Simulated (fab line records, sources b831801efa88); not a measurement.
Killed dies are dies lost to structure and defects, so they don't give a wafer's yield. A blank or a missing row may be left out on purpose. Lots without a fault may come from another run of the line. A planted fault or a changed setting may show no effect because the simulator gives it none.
fab line records | flow sky130
record lots=7 wafers=17 last_day=50
route steps=708 shown VIA2@527 METAL3@532 CAPM@537 PAD_OPEN@708
lots that met no fault: from a run of the same line without faults
start_h: hours from the record's first day to the start of the lot's first wafer shown | wait_h: hours since the lot's step before | " the same as in the row above | L1.1+2: a row that stands for several wafers | - no value, or no start given | * or withheld: withheld | < > ~ a bound
route shown NAME@n: a module of which the file shows steps, and the number in the route of the first | usual: mean/standard deviation of fault-free wafers | same: alike in all rows | chamber/n: place in a boat | sites: the reading at each site | _std_site: their standard deviation | _edge_site: outer sites' mean less inner sites' | radius_mm: how far each site lies from the wafer's centre | mask NAME#n: copy n | behind: the tool/chamber that last shaped the wafer | hold: why the lot was held/for how many hours/how that ended | device: the transistor (n, p or np) that didn't switch | end of line: the same wafers' tests at the end of the route | a step without rows: its recipe alone | killed: dies lost to structure and defects at the first sort, not the wafer's yield | map: a wafer's dies, x killed, . not, _ none there
set.NAME: the setting as run; set.NAME@STEP: as run at that earlier step | model.NAME: the simulator's own value behind a step, which no gauge read
lots at some steps of the route; a table a step, a row a wafer
services: from which hour (start_h, from the record's first day; less than 0 if before it) a tool's chamber was out of use, for how many hours, and why
## steps
# step SKY_VIA2_SPUTTER_20
# recipe material=TiN target_thk_nm=20 chamber_pressure_pa=5 power_w=4000 time_s=80
# usual throttle_valve_pct=29.9/1.1
# columns lot.wafer tool chamber start_h wait_h throttle_valve_pct
L535.4 pvd_sputter-02 - 919.29 0.0 31.2
L535.5 " - " " 31.7
L535.6 " - " " 29.5
L537.1 pvd_sputter-02 - 940.92 0.0 28.6
L537.3 " - " " 29.7
L537.5 " - " " 29.9
L538.2 pvd_sputter-02 - 944.11 0.0 28.2
L538.3 " - " " 31.7
L538.5 " - " " 31.8
L539.1 pvd_sputter-03 - 952.96 0.0 29.4
L542.2 pvd_sputter-02 - 970.33 0.0 28.3
L546.2 pvd_sputter-02 - 994.71 0.0 28.5
L546.3 " - " " 29.5
L546.4 " - " " 31.1
L549.2 pvd_sputter-03 - 1015.81 0.0 29.7
L549.3 " - " " 28.8
L549.6 " - " " 28.5
# step SKY_VIA2_CVD_21
# recipe material=W target_thk_nm=420 time_s=126.4 temp_c=400 pressure_torr=40
# step SKY_VIA2_RS_MEAS_22
# recipe thk_meas_gauge=four-point-probe reads=W_of_VIA2_CVD_21+TiN_of_VIA2_SPUTTER_20
# usual VIA2_W_RS=0.2721/0.0025
# columns lot.wafer tool chamber start_h wait_h VIA2_W_RS[ohm/sq]
L535.4 film_metro-03 - 919.54 0.1 0.2707
L535.5 " - " " 0.2716
L535.6 " - " " 0.2739
L537.1 film_metro-04 - 941.11 0.1 0.2688
L537.3 " - " " 0.2682
L537.5 " - " " 0.2660
L538.2 film_metro-03 - 944.32 0.1 0.2755
L538.3 " - " " 0.2743
L538.5 " - " " 0.2730
L539.1 film_metro-01 - 953.15 0.1 0.2730
L542.2 film_metro-04 - 970.57 0.1 0.2708
L546.2 film_metro-03 - 994.92 0.1 0.2727
L546.3 " - " " 0.2715
L546.4 " - " " 0.2737
L549.2 film_metro-04 - 1016.02 0.1 0.2723
L549.3 " - " " 0.2710
L549.6 " - " " 0.2711
# step SKY_VIA2_THK_MEAS_23
# recipe thk_meas_gauge=xrf reads=W_of_VIA2_CVD_21
# usual VIA2_W_THK=433/8.9
# columns lot.wafer tool chamber start_h wait_h VIA2_W_THK[nm]
L535.4 film_metro-03 - 919.63 0.1 425
L535.5 " - " " 423
L535.6 " - " " 421
L537.1 film_metro-04 - 941.23 0.1 447
L537.3 " - " " 448
L537.5 " - " " 450
L538.2 film_metro-03 - 944.43 0.1 422
L538.3 " - " " 422
L538.5 " - " " 420
L539.1 film_metro-01 - 953.27 0.1 434
L542.2 film_metro-04 - 970.68 0.1 446
L546.2 film_metro-03 - 995.03 0.1 426
L546.3 " - " " 431
L546.4 " - " " 423
L549.2 film_metro-04 - 1016.13 0.1 447
L549.3 " - " " 446
L549.6 " - " " 447
# step SKY_VIA2_CMP_24
# recipe stop_on=SiO2 t_overpolish_s=20 down_force_psi=3.5 platen_rpm=60 target_thk_nm=0 pad_velocity_m_s=0.94248
# usual motor_current_A=10.9/1.3 overpolish_run_s=19.999/0.01 retaining_ring_pressure_frac=1.000/0.0048 time_to_endpoint_s=102/4.8
# columns lot.wafer tool chamber start_h wait_h motor_current_A overpolish_run_s retaining_ring_pressure_frac time_to_endpoint_s
L535.4 cmp-02 2 919.66 0.0 12.1 19.983 1.001 106
L535.6 " 2 " " 11.0 20.012 1.004 105
L535.5 " 3 " " 10.8 20.011 0.990 105
L537.1 cmp-01 3 941.29 0.1 10.6 20.009 0.997 106
L537.3 " 1 " " 10.9 20.001 1.000 101
L537.5 " 3 " " 10.7 19.993 0.995 106
L538.3 cmp-01 0 944.48 0.0 13.2 19.994 1.007 101
L538.2 " 1 " " 11.2 19.992 0.999 97
L538.5 " 0 " " 13.9 20.002 1.008 103
L539.1 cmp-02 0 953.38 0.1 9.3 19.997 1.002 95
L542.2 cmp-02 3 971.10 0.4 10.6 19.995 0.998 110
L546.4 cmp-01 0 995.08 0.0 13.7 19.977 1.003 101
L546.2 " 1 " " 10.5 19.994 0.997 95
L546.3 " 3 " " 10.8 20.017 1.008 103
L549.2 cmp-01 1 1016.18 0.0 11.2 20.010 1.004 103
L549.3 " 0 " " 13.2 19.994 1.004 111
L549.6 " 2 " " 10.7 19.998 0.996 103
# step SKY_METAL3_SPUTTER_00
# recipe material=Ti target_thk_nm=15 power_w=3000 time_s=10 chamber_pressure_pa=0.4
# step SKY_METAL3_SPUTTER_01
# recipe material=TiN target_thk_nm=20 power_w=6500 time_s=16.7 chamber_pressure_pa=0.4
# step SKY_METAL3_SPUTTER_02
# recipe material=AlCu target_thk_nm=735 power_w=10600 time_s=39.1 chamber_pressure_pa=0.4
# step SKY_METAL3_SPUTTER_03
# recipe material=Ti target_thk_nm=5 power_w=3000 time_s=3.3 chamber_pressure_pa=0.4
# step SKY_METAL3_SPUTTER_04
# recipe material=TiN target_thk_nm=70 power_w=6500 time_s=58.3 chamber_pressure_pa=0.4
# step SKY_CAPM_CVD_00
# recipe material=SiO2 target_thk_nm=15.5 temp_c=400 time_s=withheld rf_w=450
# step SKY_CAPM_THK_MEAS_01
# recipe reads=SiO2_of_CAPM_CVD_00
# usual CAPM_CVD_00_THK=15.50/0.27
# columns lot.wafer tool chamber start_h wait_h CAPM_CVD_00_THK[nm]
L535.4 film_metro-01 - 920.19 - 15.35
L535.5 " - " " 15.31
L535.6 " - " " 15.38
L537.1 film_metro-02 - 941.76 - 15.10
L537.3 " - " " 15.37
L537.5 " - " " 15.71
L538.2 film_metro-03 - 944.97 - 15.50
L538.3 " - " " 15.63
L538.5 " - " " 15.73
L539.1 film_metro-03 - 953.81 - 15.26
L542.2 film_metro-01 - 971.53 - 15.45
L546.2 film_metro-03 - 995.57 - 15.31
L546.3 " - " " 15.28
L546.4 " - " " 15.11
L549.2 film_metro-01 - 1016.67 - 15.45
L549.3 " - " " 15.71
L549.6 " - " " 15.67
# step SKY_CAPM_SPUTTER_02
# recipe material=TiN target_thk_nm=200 temp_c=300 power_w=6500 time_s=166.7 chamber_pressure_pa=0.4
# usual throttle_valve_pct=30.2/0.81
# columns lot.wafer tool chamber start_h wait_h throttle_valve_pct model.TiN_of_CAPM_SPUTTER_02.thk_nm
L535.4 pvd_sputter-02 - 920.22 0.0 31.7 198.7
L535.5 " - " " 31.0 196.8
L535.6 " - " " 28.1 202.4
L537.1 pvd_sputter-04 - 941.82 0.1 29.6 198.4
L537.3 " - " " 30.2 201.9
L537.5 " - " " 29.1 196.8
L538.2 pvd_sputter-04 - 945.02 0.0 30.7 198.4
L538.3 " - " " 30.3 212.8
L538.5 " - " " 30.4 213
L539.1 pvd_sputter-04 - 953.87 0.1 30.4 219.5
L542.2 pvd_sputter-04 - 971.58 0.0 30.4 213.7
L546.2 pvd_sputter-02 - 995.62 0.0 31.7 198.3
L546.3 " - " " 31.3 197.4
L546.4 " - " " 29.6 202.8
L549.2 pvd_sputter-01 - 1016.72 0.0 31.3 204
L549.3 " - " " 31.1 196.6
L549.6 " - " " 30.9 196.3
# step SKY_CAPM_RS_MEAS_03
# recipe thk_meas_gauge=four-point-probe reads=TiN_of_CAPM_SPUTTER_02
# usual CAPM_TIN_RS=6.92/0.11
# columns lot.wafer tool chamber start_h wait_h CAPM_TIN_RS[ohm/sq]
L535.4 film_metro-02 - 920.39 0.1 6.95
L535.5 " - " " 7.02
L535.6 " - " " 6.83
L537.1 film_metro-01 - 941.93 0.1 6.96
L537.3 " - " " 6.84
L537.5 " - " " 7.02
L538.2 film_metro-02 - 945.15 0.1 6.96
L538.3 " - " " 6.48
L538.5 " - " " 6.48
L539.1 film_metro-02 - 953.98 0.1 6.28
L542.2 film_metro-03 - 971.71 0.1 6.47
L546.2 film_metro-01 - 995.75 0.1 6.96
L546.3 " - " " 7.00
L546.4 " - " " 6.81
L549.2 film_metro-01 - 1016.85 0.1 6.77
L549.3 " - " " 7.04
L549.6 " - " " 7.06
# step SKY_CAPM_THK_MEAS_04
# recipe thk_meas_gauge=xrf reads=TiN_of_CAPM_SPUTTER_02
# usual CAPM_TIN_THK=201/3.2
# columns lot.wafer tool chamber start_h wait_h CAPM_TIN_THK[nm]
L535.4 film_metro-02 - 920.48 0.1 200
L535.5 " - " " 198
L535.6 " - " " 203
L537.1 film_metro-01 - 942.05 0.1 199
L537.3 " - " " 203
L537.5 " - " " 198
L538.2 film_metro-02 - 945.26 0.1 200
L538.3 " - " " 215
L538.5 " - " " 214
L539.1 film_metro-02 - 954.10 0.1 221
L542.2 film_metro-03 - 971.82 0.1 215
L546.2 film_metro-01 - 995.86 0.1 197
L546.3 " - " " 197
L546.4 " - " " 203
L549.2 film_metro-01 - 1016.96 0.1 205
L549.3 " - " " 198
L549.6 " - " " 197
# step SKY_CAPM_DEHYDRATE_05
# recipe temp_c=200 time_s=60
# step SKY_CAPM_HMDS_06
# recipe prime_time_s=60 prime_temp_c=120
# step SKY_CAPM_COAT_07
# recipe resist=NOVOLAK spin_rpm=3000 resist_thk_nm=1140
# step SKY_CAPM_SOFTBAKE_08
# recipe temp_c=90 time_s=60 resist=NOVOLAK
# step SKY_CAPM_EXPOSE_09
# recipe mask_id=CAPM na=0.6 source_shape=conventional sigma_outer=0.6 polarization=unpolarized target_cd_nm=1000 dose_mj=159
# step SKY_CAPM_PEB_10
# recipe temp_c=withheld time_s=* resist=NOVOLAK
# step SKY_CAPM_DEVELOP_11
# recipe resist=NOVOLAK developer=TMAH develop_time_s=60 dev_temp_c=23
# step SKY_CAPM_OVL_MEAS_12
# usual CAPM_OVL=-0.9/1.4
# columns lot.wafer tool chamber start_h wait_h CAPM_OVL[nm]
L535.4 overlay-02 - 945.78 0.1 0.0
L535.5 " - " " -0.9
L535.6 " - " " -1.9
L537.1 overlay-02 - 965.63 0.1 -1.2
L537.3 " - " " 1.3
L537.5 " - " " 1.6
L538.2 overlay-01 - 969.12 0.1 0.4
L538.3 " - " " -0.8
L538.5 " - " " -0.3
L539.1 overlay-02 - 978.38 0.1 -0.6
L542.2 overlay-02 - 996.19 0.1 -3.7
L546.2 overlay-01 - 1018.12 0.1 -0.4
L546.3 " - " " 0.7
L546.4 " - " " -2.4
L549.2 overlay-01 - 1040.14 0.1 -1.0
L549.3 " - " " -2.1
L549.6 " - " " -3.3
# step SKY_CAPM_METAL_ETCH_13
# recipe target_depth_nm=220 stop_on=SiO2 chemistry=Cl2/BCl3 target=TiN pressure_mtorr=10 icp_w=900 bias_w=48.5 Cl2_flow_sccm=60 bcl3_flow_sccm=30 time_s=62.9
# usual drypump_motor_current_A=5.4/0.31 oes_product_au=0.940/0.0095 throttle_valve_pct=21.902/0.009
# columns lot.wafer tool chamber start_h wait_h drypump_motor_current_A oes_product_au rf_hours_counter_h throttle_valve_pct
L535.4 rie_metal-03 0 945.82 0.0 5.0 0.936 - 21.896
L535.5 " 0 " " 5.0 0.934 - 21.907
L535.6 " 1 " " 5.7 0.947 - 21.897
L537.1 rie_metal-04 0 965.67 0.0 5.2 0.929 8 21.904
L537.3 " 1 " " 5.8 0.949 - 21.905
L537.5 " 0 " " 5.2 0.929 - 21.896
L538.2 rie_metal-03 1 969.15 0.0 5.6 0.932 5 21.904
L538.3 " 0 " " 5.0 0.971 - 21.883
L538.5 " 1 " " 5.6 0.972 - 21.881
L539.1 rie_metal-04 0 978.42 0.0 5.2 0.983 9 21.870
L542.2 rie_metal-04 1 996.22 0.0 5.9 0.974 15 21.881
L546.2 rie_metal-04 1 1018.15 0.0 5.8 0.932 16 21.900
L546.3 " 1 " " 5.8 0.932 - 21.911
L546.4 " 0 " " 5.2 0.947 - 21.903
L549.2 rie_metal-02 1 1040.17 0.0 5.7 0.953 20 21.905
L549.3 " 1 " " 5.7 0.928 - 21.893
L549.6 " 1 " " 5.7 0.929 - 21.900
# step SKY_CAPM_STRIP_14
# recipe chemistry=O2/N2 power_w=1400 pressure_mtorr=1500 platen_temp_c=withheld o2_flow_sccm=3000 n2_flow_sccm=300 overash_fraction=0.5
# usual drypump_motor_current_A=5.9/0.42 o2_flow_sccm=2999/9 oes_product_au=0.710/0.0048 strip_time_to_endpoint_s=12.66/0.048
# columns lot.wafer tool chamber start_h wait_h drypump_motor_current_A o2_flow_sccm oes_product_au rf_hours_counter_h strip_time_to_endpoint_s
L535.4 plasma_asher-03 0 945.91 0.1 6.1 2999 0.708 - 12.67
L535.5 " 1 " " 6.1 3001 0.710 - 12.60
L535.6 " 0 " " 6.1 2995 0.712 - 12.63
L537.1 plasma_asher-03 1 965.75 0.1 6.1 2997 0.714 22 12.63
L537.3 " 0 " " 6.1 3001 0.709 - 12.64
L537.5 " 0 " " 6.1 3003 0.704 - 12.63
L538.2 plasma_asher-02 0 969.22 0.1 5.2 2999 0.716 84 12.70
L538.3 " 0 " " 5.3 3002 0.709 - 12.72
L538.5 " 0 " " 5.2 3002 0.721 - 12.73
L539.1 plasma_asher-04 0 978.50 0.1 6.4 3006 0.717 57 12.60
L542.2 plasma_asher-02 1 996.30 0.1 5.2 3005 0.709 87 12.70
L546.2 plasma_asher-04 1 1018.22 0.1 6.0 3000 0.712 61 12.77
L546.3 " 1 " " 6.0 3003 0.714 - 12.76
L546.4 " 0 " " 6.4 2988 0.702 - 12.69
L549.2 plasma_asher-04 1 1040.25 0.1 6.1 2993 0.712 63 12.64
L549.3 " 0 " " 6.4 2999 0.708 - 12.65
L549.6 " 0 " " 6.4 3000 0.720 - 12.66
# step SKY_CAPM_STRIP_15
# recipe chemistry=post_etch_residue_remover time_s=1200 temp_c=72.5
# step SKY_CAPM_CLEAN_16
# recipe chemistry=IPA time_s=180 temp_c=25
# step SKY_CAPM_CLEAN_17
# recipe chemistry=O3/DIW dry=n2_spin
# step SKY_METAL3_DEHYDRATE_05
# recipe temp_c=200 time_s=60
# step SKY_METAL3_HMDS_06
# recipe prime_time_s=60 prime_temp_c=120
# step SKY_METAL3_COAT_07
# recipe resist=BARC temp_c=withheld time_s=withheld spin_rpm=3000 resist_thk_nm=60
# step SKY_METAL3_COAT_08
# recipe resist=KrF-thick spin_rpm=3000 resist_thk_nm=1140
# step SKY_METAL3_SOFTBAKE_09
# recipe temp_c=100 time_s=90 resist=KrF-thick
# step SKY_METAL3_EXPOSE_10
# recipe mask_id=MM3 na=0.68 source_shape=annular sigma_inner=0.4 sigma_outer=0.8 target_cd_nm=300 dose_mj=28
# step SKY_METAL3_PEB_11
# recipe peb_temp_c=withheld peb_time_s=withheld resist=KrF-thick
# step SKY_METAL3_DEVELOP_12
# recipe develop_time_s=60 resist=KrF-thick dev_temp_c=21
# step SKY_METAL3_CD_MEAS_13
# recipe target_cd_nm=300
# usual cd_nm=300.0/1.6
# columns lot.wafer tool chamber start_h wait_h cd_nm
L535.4 cd_sem-02 - 971.18 - 300.6
L535.5 " - " " 300.8
L535.6 " - " " 300.2
L537.1 cd_sem-02 - 991.21 - 301.0
L537.3 " - " " 300.8
L537.5 " - " " 300.7
L538.2 cd_sem-02 - 993.53 - 299.8
L538.3 " - " " 299.7
L538.5 " - " " 299.7
L539.1 cd_sem-02 - 1003.11 - 298.0
L542.2 cd_sem-02 - 1021.05 - 301.1
L546.2 cd_sem-01 - 1042.25 - 295.1
L546.3 " - " " 298.0
L546.4 " - " " 296.9
L549.2 cd_sem-02 - 1063.30 - 297.6
L549.3 " - " " 300.2
L549.6 " - " " 299.6
# step SKY_METAL3_OVL_MEAS_14
# usual METAL3_OVL=1/6
# columns lot.wafer tool chamber start_h wait_h METAL3_OVL[nm]
L535.4 overlay-01 - 971.26 0.1 8
L535.5 " - " " 16
L535.6 " - " " 9
L537.1 overlay-02 - 991.33 0.1 -7
L537.3 " - " " -6
L537.5 " - " " -9
L538.2 overlay-01 - 993.64 0.1 -13
L538.3 " - " " -7
L538.5 " - " " -8
L539.1 overlay-01 - 1003.23 0.1 -7
L542.2 overlay-02 - 1021.16 0.1 3
L546.2 overlay-02 - 1042.36 0.1 -6
L546.3 " - " " -3
L546.4 " - " " -7
L549.2 overlay-01 - 1063.41 0.1 2
L549.3 " - " " 1
L549.6 " - " " 2
# step SKY_METAL3_DESCUM_15
# recipe chemistry=O2 source_power_w=150 bias_power_w=0 pressure_mtorr=10 temp_c=40 time_s=8
# step SKY_METAL3_ETCH_16
# recipe chemistry=N2/H2 target=BARC ion_energy_ev=200 bias_w=100 pressure_mtorr=30 n2_flow_sccm=100 h2_flow_sccm=200 icp_w=500 stop_on=SiO2 time_s=88.2 target_depth_a=600
# usual drypump_motor_current_A=5.44/0.27 oes_product_au=0.627/0.005 throttle_valve_pct=13.205/0.0093
# columns lot.wafer tool chamber start_h wait_h drypump_motor_current_A oes_product_au rf_hours_counter_h throttle_valve_pct
L535.4 rie_metal-03 0 971.34 0.0 5.06 0.621 - 13.197
L535.5 " 0 " " 5.06 0.628 - 13.189
L535.6 " 1 " " 5.62 0.622 - 13.202
L537.1 rie_metal-02 0 991.40 0.0 5.23 0.618 10 13.191
L537.3 " 0 " " 5.22 0.621 - 13.210
L537.5 " 0 " " 5.24 0.626 - 13.202
L538.2 rie_metal-01 0 993.70 0.0 5.75 0.633 13 13.199
L538.3 " 0 " " 5.76 0.625 - 13.204
L538.5 " 0 " " 5.72 0.630 - 13.190
L539.1 rie_metal-03 1 1003.30 0.0 5.61 0.632 7 13.212
L542.2 rie_metal-03 0 1021.22 0.0 5.03 0.620 14 13.209
L546.2 rie_metal-02 0 1042.42 0.0 5.22 0.629 13 13.203
L546.3 " 1 " " 5.73 0.629 - 13.209
L546.4 " 0 " " 5.24 0.618 - 13.189
L549.2 rie_metal-03 0 1063.47 0.0 5.05 0.623 17 13.203
L549.3 " 1 " " 5.63 0.628 - 13.207
L549.6 " 0 " " 5.02 0.635 - 13.199
# step SKY_METAL3_ETCH_17
# recipe target=SiO2 stop_on=TiN chemistry=C4F8/O2/Ar source_w=1500 bias_w=1200 pressure_mtorr=40 c4f8_flow_sccm=withheld O2_flow_sccm=6 Ar_flow_sccm=300 time_s=3.9 target_depth_a=150
# step SKY_METAL3_METAL_ETCH_18
# recipe target_depth_a=8450 stop_on=SiO2 over_etch_frac=0.3 time_s=183.1 chemistry=Cl2/BCl3 resist_sidewall_deg=88 pressure_mtorr=10 icp_w=900 bias_w=48.5 Cl2_flow_sccm=60 bcl3_flow_sccm=30
# usual drypump_motor_current_A=5.44/0.28 oes_product_au=0.863/0.0069 throttle_valve_pct=22.264/0.0094
# same over_etch_frac=0.3
# columns lot.wafer tool chamber start_h wait_h drypump_motor_current_A oes_product_au rf_hours_counter_h throttle_valve_pct
L535.4 rie_metal-01 1 971.49 0.1 5.26 0.869 - 22.273
L535.5 " 1 " " 5.27 0.869 - 22.255
L535.6 " 0 " " 5.75 0.870 - 22.258
L537.1 rie_metal-01 1 991.51 0.0 5.28 0.861 21 22.254
L537.3 " 0 " " 5.74 0.862 - 22.262
L537.5 " 1 " " 5.27 0.862 - 22.254
L538.2 rie_metal-03 1 993.81 0.0 5.62 0.865 6 22.255
L538.3 " 0 " " 5.03 0.864 - 22.253
L538.5 " 1 " " 5.60 0.859 - 22.279
L539.1 rie_metal-01 0 1003.41 0.0 5.72 0.869 14 22.251
L542.2 rie_metal-01 0 1021.40 0.1 5.71 0.861 - 22.280
L546.2 rie_metal-01 0 1042.54 0.0 5.74 0.868 17 22.267
L546.3 " 1 " " 5.26 0.867 - 22.267
L546.4 " 0 " " 5.73 0.869 - 22.280
L549.2 rie_metal-02 1 1063.59 0.0 5.69 0.867 21 22.275
L549.3 " 0 " " 5.23 0.863 - 22.266
L549.6 " 1 " " 5.70 0.867 - 22.261
# step SKY_METAL3_STRIP_20
# recipe chemistry=post_etch_residue_remover time_s=1200 temp_c=72.5
# usual bath_guard_temp_C=72.3/0.55
# columns lot.wafer tool chamber start_h wait_h bath_guard_temp_C model.TiN_of_CAPM_SPUTTER_02.thk_nm
L535.4 wet_bench-04 3 971.70 0.0 72.4 197.9
L535.5 " 3 " " 72.6 196
L535.6 " 3 " " 72.2 201.5
L537.1 wet_bench-04 2 991.79 0.1 72.4 197.5
L537.3 " 2 " " 72.4 201.1
L537.5 " 2 " " 72.4 196
L538.2 wet_bench-02 3 994.09 0.1 71.7 197.6
L538.3 " 3 " " 71.5 211.9
L538.5 " 3 " " 71.9 212.2
L539.1 wet_bench-02 2 1003.69 0.1 72.5 218.7
L542.2 wet_bench-02 0 1021.79 0.1 72.4 212.9
L546.2 wet_bench-02 1 1042.82 0.1 71.8 197.5
L546.3 " 1 " " 71.6 196.5
L546.4 " 1 " " 71.6 202
L549.2 wet_bench-03 1 1063.87 0.1 72.2 203.2
L549.3 " 1 " " 71.9 195.8
L549.6 " 1 " " 71.9 195.4
# step SKY_PAD_OPEN_PROBE_99
# columns lot.wafer tool chamber start_h wait_h model.etest.cap_mim.plate_ohm_sq
L535.4 prober-01 - 1138.35 0.2 6.078
L535.5 prober-01 - 1138.40 0.2 6.066
L535.6 prober-01 - 1138.45 0.2 6.005
L537.1 prober-02 - 1152.75 0.1 6.041
L537.3 prober-02 - 1152.85 0.2 5.943
L537.5 prober-02 - 1152.95 0.2 6.062
L538.2 prober-01 - 1155.73 0.1 6.013
L538.3 prober-01 - 1155.78 0.2 5.646
L538.5 prober-01 - 1155.88 0.2 5.66
L539.1 prober-02 - 1164.48 0.1 5.503
L546.2 prober-02 - 1192.16 0.1 6.11
L546.3 prober-02 - 1192.21 0.2 6.03
L546.4 prober-02 - 1192.26 0.2 5.964
L549.2 prober-01 - 1208.15 0.1 5.905
L549.3 prober-01 - 1208.20 0.2 6.131
L549.6 prober-01 - 1208.35 0.2 6.12
# killed by level:class
L535.4 VIA1:geometric_particle:open=11 METAL1:geometric_particle:short=7 CONTACT:geometric_particle:open=6 POLY_GATE:geometric_particle:open=4 CONTACT:geometric_particle:short=4 VIA1:geometric_particle:short=4 VIA3:geometric_particle:open=4 POLY_GATE:geometric_particle:short=3
L535.5 VIA1:geometric_particle:open=11 POLY_GATE:geometric_particle:open=6 VIA2:geometric_particle:short=6 METAL2:geometric_particle:short=6 CONTACT:geometric_particle:open=5 VIA3:geometric_particle:open=5 POLY_GATE:geometric_particle:short=4 CONTACT:geometric_particle:short=4
L535.6 POLY_GATE:geometric_particle:short=8 CONTACT:geometric_particle:open=8 LI_CONTACT:geometric_particle:open=7 VIA1:geometric_particle:open=6 METAL2:geometric_particle:short=5 VIA2:geometric_particle:short=4 VIA2:geometric_particle:open=4 METAL3:geometric_particle:short=4
L537.1 CONTACT:geometric_particle:open=14 VIA2:geometric_particle:open=10 VIA3:geometric_particle:open=9 FIELD_ISO:geometric_particle:open=7 VIA1:geometric_particle:open=7 VIA2:geometric_particle:short=6 METAL2:geometric_particle:short=5 VIA1:geometric_particle:short=5
L537.3 VIA1:geometric_particle:open=12 LI_CONTACT:geometric_particle:open=10 FIELD_ISO:geometric_particle:open=7 CONTACT:geometric_particle:open=7 VIA1:geometric_particle:short=6 VIA3:geometric_particle:open=6 METAL2:geometric_particle:short=5 LOCAL_INTERCONNECT:geometric_particle:short=4
L537.5 VIA1:geometric_particle:open=17 LI_CONTACT:geometric_particle:open=13 CONTACT:geometric_particle:open=6 VIA3:geometric_particle:open=6 CONTACT:geometric_particle:short=5 VIA2:geometric_particle:open=5 FIELD_ISO:geometric_particle:short=4 FIELD_ISO:geometric_particle:open=4
L538.2 VIA2:geometric_particle:open=9 METAL2:geometric_particle:short=8 CONTACT:geometric_particle:open=7 POLY_GATE:geometric_particle:open=5 VIA1:geometric_particle:short=5 VIA1:geometric_particle:open=5 VIA2:geometric_particle:short=5 VIA3:geometric_particle:open=5
L538.3 VIA1:geometric_particle:open=7 VIA1:geometric_particle:short=7 FIELD_ISO:geometric_particle:open=6 CONTACT:geometric_particle:open=6 VIA2:geometric_particle:open=5 LI_CONTACT:geometric_particle:open=5 LOCAL_INTERCONNECT:geometric_particle:short=5 VIA2:geometric_particle:short=5
L538.5 VIA1:geometric_particle:open=11 VIA2:geometric_particle:open=8 VIA3:geometric_particle:open=8 LI_CONTACT:geometric_particle:open=6 CONTACT:geometric_particle:short=6 CONTACT:geometric_particle:open=6 POLY_GATE:geometric_particle:open=5 VIA1:geometric_particle:short=5
L546.2 CONTACT:geometric_particle:open=12 LI_CONTACT:geometric_particle:open=8 LOCAL_INTERCONNECT:geometric_particle:short=7 VIA1:geometric_particle:open=6 VIA3:geometric_particle:open=6 VIA1:geometric_particle:short=5 VIA2:geometric_particle:short=5 LI_CONTACT:geometric_particle:short=4
L546.3 VIA1:geometric_particle:open=18 METAL1:geometric_particle:short=9 CONTACT:geometric_particle:open=9 LOCAL_INTERCONNECT:geometric_particle:short=7 FIELD_ISO:geometric_particle:open=6 VIA1:geometric_particle:short=6 POLY_GATE:geometric_particle:short=5 LI_CONTACT:geometric_particle:open=5
L546.4 CONTACT:geometric_particle:short=9 CONTACT:geometric_particle:open=6 VIA1:geometric_particle:short=6 VIA1:geometric_particle:open=6 VIA2:geometric_particle:open=6 FIELD_ISO:geometric_particle:short=5 LI_CONTACT:geometric_particle:open=5 VIA3:geometric_particle:open=5
L549.2 VIA1:geometric_particle:open=12 POLY_GATE:geometric_particle:short=7 POLY_GATE:geometric_particle:open=6 METAL1:geometric_particle:short=6 CONTACT:geometric_particle:open=5 SONOS_ONO:coat_microbubble_printed=5 VIA2:geometric_particle:short=5 FIELD_ISO:geometric_particle:open=4
L549.3 VIA1:geometric_particle:open=12 LI_CONTACT:geometric_particle:open=8 VIA1:geometric_particle:short=7 VIA2:geometric_particle:open=6 FIELD_ISO:geometric_particle:short=5 CONTACT:geometric_particle:open=5 POLY_GATE:geometric_particle:short=4 POLY_GATE:geometric_particle:open=4
L549.6 VIA1:geometric_particle:open=14 CONTACT:geometric_particle:open=7 VIA2:geometric_particle:open=7 METAL2:geometric_particle:short=7 POLY_GATE:geometric_particle:short=6 VIA2:geometric_particle:short=6 VIA1:geometric_particle:short=5 SPACER:geometric_particle:open=4
## services
# columns tool chamber start_h hours kind
rie_metal-02 1 896.19 13.8 repair
rie_metal-01 - 896.53 1.4 pm
plasma_asher-02 - 900.74 1.3 repair
pvd_sputter-04 - 908.70 1.4 repair
pvd_sputter-03 - 911.46 1.9 repair
pvd_sputter-04 - 911.85 1.4 repair
cmp-01 - 912.00 4.0 pm
cmp-01 - 919.43 2.0 repair
cmp-01 - 928.16 4.4 repair
rie_metal-04 - 933.44 26.7 repair
cmp-02 - 936.58 9.3 repair
wet_bench-02 - 951.51 2.1 repair
cmp-01 - 955.60 25.6 pm
pvd_sputter-02 - 956.80 4.2 repair
rie_metal-03 - 979.62 1.4 pm
plasma_asher-02 - 981.48 2.8 pm
cmp-02 - 981.53 7.5 pm
wet_bench-02 - 984.95 0.5 repair
plasma_asher-02 - 1000.12 1.1 repair
plasma_asher-04 - 1010.60 1.7 repair
cmp-01 - 1041.34 0.7 repair
rie_metal-02 - 1041.54 0.5 repair
pvd_sputter-04 - 1055.60 3.0 repair
pvd_sputter-04 - 1063.83 2.3 repair
## key
first_sign step=SKY_CAPM_RS_MEAS_03 reading=CAPM_TIN_RS direction=down sigmas=4.6 usual=6.92 struck=6.43
effect step=SKY_CAPM_THK_MEAS_04 reading=CAPM_TIN_THK direction=up sigmas=5 usual=201 struck=216
effect step=SKY_CAPM_METAL_ETCH_13 reading=oes_product_au direction=up sigmas=3.7 usual=0.940 struck=0.975
model_effect step=SKY_CAPM_SPUTTER_02 value=TiN_of_CAPM_SPUTTER_02.thk_nm without=202.3 struck=214.8
model_effect step=SKY_METAL3_STRIP_20 value=TiN_of_CAPM_SPUTTER_02.thk_nm without=201.4 struck=213.9
model_effect step=SKY_PAD_OPEN_PROBE_99 value=etest.cap_mim.plate_ohm_sq without=5.948 struck=5.603
met_at SKY_CAPM_SPUTTER_02
struck_wafers L538.3,L538.5,L539.1,L542.2
sort_left_out L539.1,L542.2
tester_left_out L542
onset_between 941.82 945.02
earlier_fault kind=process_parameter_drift tool=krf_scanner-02 chamber=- onset_h=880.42 steps=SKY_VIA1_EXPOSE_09 channel=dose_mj offset=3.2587 shape=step acts_in=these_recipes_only stated=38
earlier_fault kind=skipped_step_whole tool=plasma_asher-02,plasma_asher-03 chamber=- onset_h=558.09 steps=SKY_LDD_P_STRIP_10 scope=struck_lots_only
fault kind=process_parameter_drift tool=pvd_sputter-04 chamber=- onset_h=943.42 steps=SKY_CAPM_SPUTTER_02 channel=time_s offset=* shape=step acts_in=* stated=* scope=struck_wafers_only
# tester_left_out: of these lots the tester's yield and bins aren't shown, on N5 and GAA mostly nor the transistor test; their killed dies are dies lost to structure and defects alone, not to doping, threshold or leakage, so they don't give the yield
# sort_left_out: the simulated sort isn't trusted on such a fault, so these wafers' sort isn't shown, and their yield isn't known
